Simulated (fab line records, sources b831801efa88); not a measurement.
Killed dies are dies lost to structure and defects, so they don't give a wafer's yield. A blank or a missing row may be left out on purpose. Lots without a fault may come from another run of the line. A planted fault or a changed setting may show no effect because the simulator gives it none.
Which tool did it? | flow sky130 | 12 lots, 36 wafers sampled, at 5 steps of a route of 708

WHAT THE GAUGES READ, wafer by wafer
SKY_FIELD_ISO_THK_MEAS_04.
lot  | measured    | on            | FIELD_ISO_CVD_03_THK (nm)
L404 | day 1 15:47 | film_metro-02 | 166.0 165.2 166.0
L406 | day 2 00:31 | film_metro-01 | 165.3 167.0 166.7
L407 | day 2 08:51 | film_metro-02 | 164.3 164.3 165.0
L408 | day 2 16:17 | film_metro-01 | 166.3 166.4 165.8
L410 | day 2 21:57 | film_metro-04 | 169.3 168.2 168.6
L417 | day 4 10:03 | film_metro-01 | 166.7 166.4 166.3
L418 | day 4 14:46 | film_metro-04 | 165.0 166.5 163.6
L419 | day 4 18:47 | film_metro-01 | 161.8 161.8 163.2
L420 | day 4 22:17 | film_metro-01 | 165.8 163.9 163.9
L421 | day 5 03:50 | film_metro-01 | 166.2 165.0 165.5
L424 | day 5 18:52 | film_metro-04 | 165.8 167.3 166.6
L427 | day 6 10:22 | film_metro-04 | 165.8 166.3 166.9

SKY_NWELL_TW_MEAS_26.
lot  | measured     | on            | NWELL_2_TW
L404 | day 5 16:49  | film_metro-03 | 497 499 501
L406 | day 5 20:17  | film_metro-02 | 486 489 488
L407 | day 6 02:10  | film_metro-02 | 598 599 601
L408 | day 6 14:28  | film_metro-04 | 504 504 505
L410 | day 6 20:17  | film_metro-03 | 608 610 613
L417 | day 8 17:53  | film_metro-02 | 492 491 490
L418 | day 8 21:40  | film_metro-02 | 494 489 489
L419 | day 9 04:31  | film_metro-02 | 494 492 495
L420 | day 9 08:10  | film_metro-03 | 499 500 500
L421 | day 9 17:25  | film_metro-03 | 501 503 500
L424 | day 10 08:23 | film_metro-04 | 505 504 506
L427 | day 11 12:49 | film_metro-03 | 503 504 506

SKY_VT_ADJUST_LVTN_OVL_MEAS_07.
lot  | measured     | on         | VT_ADJUST_LVTN_OVL (nm)
L404 | day 7 07:07  | overlay-01 | -0.1 1.5 1.7
L406 | day 7 10:29  | overlay-02 | 2.0 1.9 2.2
L407 | day 7 16:59  | overlay-02 | 2.6 1.8 2.1
L408 | day 8 06:24  | overlay-01 | 0.2 1.9 1.4
L410 | day 8 12:26  | overlay-02 | 0.7 1.0 2.2
L417 | day 10 14:36 | overlay-02 | 2.1 3.0 2.2
L418 | day 10 18:58 | overlay-01 | -0.2 1.3 1.9
L419 | day 11 01:39 | overlay-02 | 1.1 1.3 0.6
L420 | day 11 04:59 | overlay-01 | 1.7 0.9 1.1
L421 | day 11 15:50 | overlay-01 | 1.6 2.1 2.7
L424 | day 12 08:13 | overlay-01 | 0.5 1.2 0.8
L427 | day 13 14:38 | overlay-01 | 0.2 -1.0 0.5

WHICH TOOL RAN EACH LOT (tool, then ch and the chambers of the sampled wafers, then the start)
lot  | SKY_NWELL_STRIP_14                   | SKY_NWELL_IMPLANT_24
L404 | plasma_asher-03 ch 0,1, day 4 23:17  | implanter-01 ch 0, day 5 16:34
L406 | plasma_asher-03 ch 0,1, day 5 02:04  | implanter-01 ch 0, day 5 20:02
L407 | plasma_asher-01 ch 0,1, day 5 07:40  | implanter-01 ch 0, day 6 01:55
L408 | plasma_asher-04 ch 0,1, day 5 19:31  | implanter-02 ch 0, day 6 14:14
L410 | plasma_asher-04 ch 0,1, day 6 00:46  | implanter-01 ch 0, day 6 20:02
L417 | plasma_asher-04 ch 0,1, day 7 21:17  | implanter-02 ch 0, day 8 17:38
L418 | plasma_asher-01 ch 0,1, day 8 00:52  | implanter-02 ch 0, day 8 21:26
L419 | plasma_asher-04 ch 0,1, day 8 07:59  | implanter-01 ch 0, day 9 04:16
L420 | plasma_asher-03 ch 0,1, day 8 10:31  | implanter-01 ch 0, day 9 07:55
L421 | plasma_asher-03 ch 1, day 8 19:37    | implanter-02 ch 0, day 9 17:10
L424 | plasma_asher-04 ch 0,1, day 9 09:32  | implanter-04 ch 0, day 10 08:11
L427 | plasma_asher-03 ch 0,1, day 10 12:58 | implanter-04 ch 0, day 11 12:34
- SKY_NWELL_STRIP_14: strips in O2/N2.
- SKY_NWELL_IMPLANT_24

WHAT THE TOOLS THEMSELVES READ (means of the sampled wafers that have a number; where no wafer has one, the mark that the record gives instead)
SKY_NWELL_STRIP_14.
lot  | tool            | drypump_motor_current_A (A) | oes_product_au (a.u.) | strip_time_to_endpoint_s (s)
L404 | plasma_asher-03 | 6.1                         | 0.721                 | 37.03
L406 | plasma_asher-03 | 6.0                         | 0.723                 | 36.72
L407 | plasma_asher-01 | 6.3                         | 0.722                 | 36.68
L408 | plasma_asher-04 | 6.3                         | 0.723                 | 36.93
L410 | plasma_asher-04 | 6.3                         | 0.726                 | 36.90
L417 | plasma_asher-04 | 6.1                         | 0.720                 | 36.76
L418 | plasma_asher-01 | 6.1                         | 0.723                 | 36.91
L419 | plasma_asher-04 | 6.3                         | 0.721                 | 37.17
L420 | plasma_asher-03 | 6.0                         | 0.723                 | 36.88
L421 | plasma_asher-03 | 6.2                         | 0.724                 | 36.98
L424 | plasma_asher-04 | 6.1                         | 0.722                 | 36.73
L427 | plasma_asher-03 | 6.0                         | 0.724                 | 36.85

SKY_NWELL_IMPLANT_24.
lot  | tool         | dose_ions_cm2 | faraday_current_uA
L404 | implanter-01 | 9.200e+12     | 51.2
L406 | implanter-01 | 9.192e+12     | 51.3
L407 | implanter-01 | 1.747e+13     | 98.5
L408 | implanter-02 | 9.196e+12     | 52.0
L410 | implanter-01 | 1.747e+13     | 96.8
L417 | implanter-02 | 9.189e+12     | 51.4
L418 | implanter-02 | 9.208e+12     | 51.7
L419 | implanter-01 | 9.198e+12     | 52.0
L420 | implanter-01 | 9.210e+12     | 51.5
L421 | implanter-02 | 9.192e+12     | 51.6
L424 | implanter-04 | 9.181e+12     | 51.6
L427 | implanter-04 | 9.200e+12     | 52.7

THE ANSWER, worked out from the rows above alone
Rule: what is usual is taken from the lots themselves. Put in order of their means at a reading, lots are off if they are a third of the lots or fewer, leave a main group of 4 or more, and stand apart from it by a gap of 3 or more times the standard deviation of the main group's means; of several such gaps the widest counts. A main group whose means are all the same, to the digits that the tables above print for the reading, isn't used. A lot without any number at a reading at which 4 lots or more have one is off too. The other lots that the step has rows for count as sound. The gauges are gone through in route order, then the tools' own readings, and for those a lot's mean is taken as printed above. The first step at which some lot is off is used, and at that step the reading that is off furthest; a lot without a number counts as furthest.
Off: L407, L410, at SKY_NWELL_TW_MEAS_26 (NWELL_2_TW). The main group: mean 498, standard deviation 6.1.
A tool fits if, at a process step before that reading, it ran every lot that is off, and no sound lot after the first of them. The gauges at SKY_NWELL_TW_MEAS_26 aren't tried: what is off there is off at SKY_NWELL_IMPLANT_24 too, on other tools, and a gauge's error can't cause that. None of those tried fits.

WHAT THE SIMULATOR HAD PUT IN
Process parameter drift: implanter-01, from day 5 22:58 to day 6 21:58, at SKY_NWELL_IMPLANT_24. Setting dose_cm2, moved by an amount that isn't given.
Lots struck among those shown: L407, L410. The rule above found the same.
